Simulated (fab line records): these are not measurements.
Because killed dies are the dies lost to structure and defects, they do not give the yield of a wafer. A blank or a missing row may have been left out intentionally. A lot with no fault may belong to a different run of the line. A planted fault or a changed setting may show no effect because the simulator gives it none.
2 desks, one fault	flow gf180mcu	every desk sees just its own numbers, and what lay behind them comes last

== AT THE TOOL OWNER'S DESK: rieDiel-03 ==
The tool's own readings at GF_STI_ETCH_13 (etches the open film in CHF3/O2, stops on Si, target depth 282.31 nm, time 112.9 s): means of the sampled wafers that have a number, for each lot that ran on this tool. A lot is out of limits, marked OUT, if its mean lies more than 4 standard deviations from the usual mean; the brackets give that distance.
Columns: A = drypumpMotorCurrentA at GF_STI_ETCH_13, usual 5.7 A; B = oesProductAu at GF_STI_ETCH_13, usual 0.829 a.u.; C = throttleValvePct at GF_STI_ETCH_13, usual 8.810 %
lot	first seen here	A	B	C
L925	day 3 09:35	5.9	0.827	8.806
L929	day 4 05:17	5.8	0.829	8.814
L933	day 5 03:26	5.8	0.829	8.797
L934	day 5 07:29	5.8	0.821	8.801
This desk's finding: nothing out of limits on any of the 4 lots.

== THE METROLOGY DESK ==
Lot by lot, what the gauges showed, no matter which tool ran the lot: averages of those sampled wafers that carry a number. A lot is out of limits, marked OUT, if its mean lies more than 4 standard deviations from the usual mean; the brackets give that distance.
Columns: A = cdNm at GF_HV_LDD_CD_MEAS_31, usual 400.0 nm; B = M1_ALCU_RS at GF_M1_RS_MEAS_05, usual 0.0697 ohm/sq
lot	first seen here	A	B
L919	day 11 08:29	399.6	0.0695
L921	day 12 01:37	400.6	0.0693
L922	day 12 10:05	398.7	0.0698
L924	day 13 07:02	405.8	0.0683
L925	day 13 13:54	401.6	0.0701
L926	day 13 15:52	399.6	0.0702
L929	day 14 18:32	403.2	0.0689
L933	day 16 06:01	402.2	0.0697
L934	day 16 07:29	399.6	0.0698
L936	day 17 17:55	401.0	0.0692
L938	day 18 02:31	402.7	0.0695
L940	day 18 04:47	401.2	0.0710
L941	day 18 23:25	397.5	0.0695
L942	day 19 12:19	398.1	0.0692
This desk's finding: nothing out of limits on any of the 14 lots.

== BROUGHT TOGETHER ==
The desk of the tool owner found nothing out of limits.
Nothing out of limits was seen by the metrology desk.

== WHAT THE SIMULATOR PUT IN ==
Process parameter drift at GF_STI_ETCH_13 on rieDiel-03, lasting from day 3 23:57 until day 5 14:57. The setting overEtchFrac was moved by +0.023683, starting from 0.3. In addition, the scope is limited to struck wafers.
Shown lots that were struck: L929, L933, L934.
